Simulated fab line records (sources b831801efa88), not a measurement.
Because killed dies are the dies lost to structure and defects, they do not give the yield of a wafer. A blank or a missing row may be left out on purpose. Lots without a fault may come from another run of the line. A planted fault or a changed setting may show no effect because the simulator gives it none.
Comparing a struck lot with a sound one / flow gf180mcu / 18 steps out of a route of 602
Sound: the wafers L593.2, L593.3, L593.6. Wafers struck: L580.3, L580.4, L580.6. The cause comes at the end.
Order at every step that has rows: each side's tool, ch and its chambers, its first start. Under that, the readings that differ: sound wafers / struck wafers / difference of the means / sigmas: that difference in standard deviations of wafers without a fault.
alike: a reading whose means differ by less than 2 such deviations, as well as words and numbers matching on both sides. not compared: withheld readings; readings where some wafer has no value; bounds like >300 that might hide an equal value; numbers whose values overlap and for which the record gives no deviation.
A row with sigmas, a row that says differs or no value, or rows on one side alone: a step with any of these is where the two part. Numbers that have no deviation but don't overlap get no sigmas and don't part them. Lack of a reading on every wafer of one side parts them only where that side has two or more wafers.

first, 3 steps without rows for these wafers: GF_V5_EXPOSE_11 (exposes mask Via5, target cd 260 nm); GF_V5_PEB_12 (peb time 90 s); GF_V5_DEVELOP_13 (develop time 60 s).
GF_V5_CD_MEAS_14 targets a cd of 260 nm.
  struck on cd_sem-01, day 27 20:53; sound on cd_sem-01, day 31 17:40
reading=cd_nm (nm); sound=260.2 259.8 262.3; struck=256.9 257.8 258.4; difference=-3.1; sigmas=-3
GF_V5_OVL_MEAS_15:
  struck on overlay-01, day 27 20:58; sound on overlay-01, day 31 17:46
  alike: V5_OVL
GF_V5_ETCH_16: etches BARC in N2/H2.
  sound on rie_diel-03 ch 1,2, day 31 17:47; struck on rie_diel-04 ch 0,3, day 27 20:59
  alike: drypump_motor_current_A, oes_product_au, throttle_valve_pct
GF_V5_ETCH_17: etches SiO2 in C4F8/O2/Ar, stops on TiN, target depth 855 nm.
  sound on rie_diel-03 ch 1,2; struck on rie_diel-04 ch 0,3
  alike: oes_product_au
then, 3 steps without rows for these wafers: GF_V5_STRIP_18 (strips in O2/N2); GF_V5_STRIP_19 (strips in post etch residue remover, time 1200 s); GF_V5_CLEAN_20 (cleans in DIW).
GF_V5_SPUTTER_21: material Ti, target thk 15 nm, time 80.02 s.
  struck on pvd_sputter-02, day 27 21:41; sound on pvd_sputter-04, day 31 18:29
  alike: throttle_valve_pct
GF_V5_SPUTTER_22: material TiN, target thk 10 nm, time 40 s.
  struck on pvd_sputter-02, day 27 21:45; sound on pvd_sputter-04, day 31 18:32
  alike: throttle_valve_pct
GF_V5_CVD_23: deposits W, target thk 350 nm, time 104.9 s.
  sound on cvd_w-02 ch 0,1, day 31 18:35; struck on cvd_w-02 ch 0,1, day 27 21:50
reading=model.W_of_V5_CVD_23.thk_nm (nm); sound=348.2 350.5 349.8; struck=375.4 378.4 380.8; difference=+28.7; sigmas=
  alike: heater_power_w, susceptor_temp_C
GF_V5_RS_MEAS_24: uses a four-point probe to measure.
  struck on film_metro-02, day 27 21:56; sound on film_metro-02, day 31 18:43
reading=V5_W_RS (ohm/sq); sound=0.3284 0.3268 0.3275; struck=0.3050 0.3029 0.3002; difference=-0.0249; sigmas=-10
GF_V5_THK_MEAS_25: measures by xrf.
  struck on film_metro-02, day 27 22:02; sound on film_metro-02, day 31 18:49
reading=V5_W_THK (nm); sound=365 365 363; struck=394 391 395; difference=+29; sigmas=+7
GF_V5_CMP_26: polishes, stops on SiO2, t overpolish 15 s, target thk 0 nm.
  sound on cmp-01 ch 2,3, day 31 18:52; struck on cmp-01 ch 0,2,3, day 27 22:05
reading=time_to_endpoint_s (s); sound=85.2 87.7 80.6; struck=90.4 91.8 93.4; difference=+7.4; sigmas=+3
  alike: motor_current_A, slurry_flow_ml_min
GF_TOP_METAL_SPUTTER_00: material Ti, target thk 37.5 nm, time 150 s.
  struck on pvd_sputter-03, day 27 22:23; sound on pvd_sputter-02, day 31 19:10
  alike: throttle_valve_pct
GF_PASSIVATION_PROBE_99:
  sound wafers here have rows in the record (prober-01, day 33 07:24); struck ones have none

## WHERE THEY PART
First at GF_V5_CD_MEAS_14; last, within this record, at GF_PASSIVATION_PROBE_99.

WHY: what had been put in by the simulator
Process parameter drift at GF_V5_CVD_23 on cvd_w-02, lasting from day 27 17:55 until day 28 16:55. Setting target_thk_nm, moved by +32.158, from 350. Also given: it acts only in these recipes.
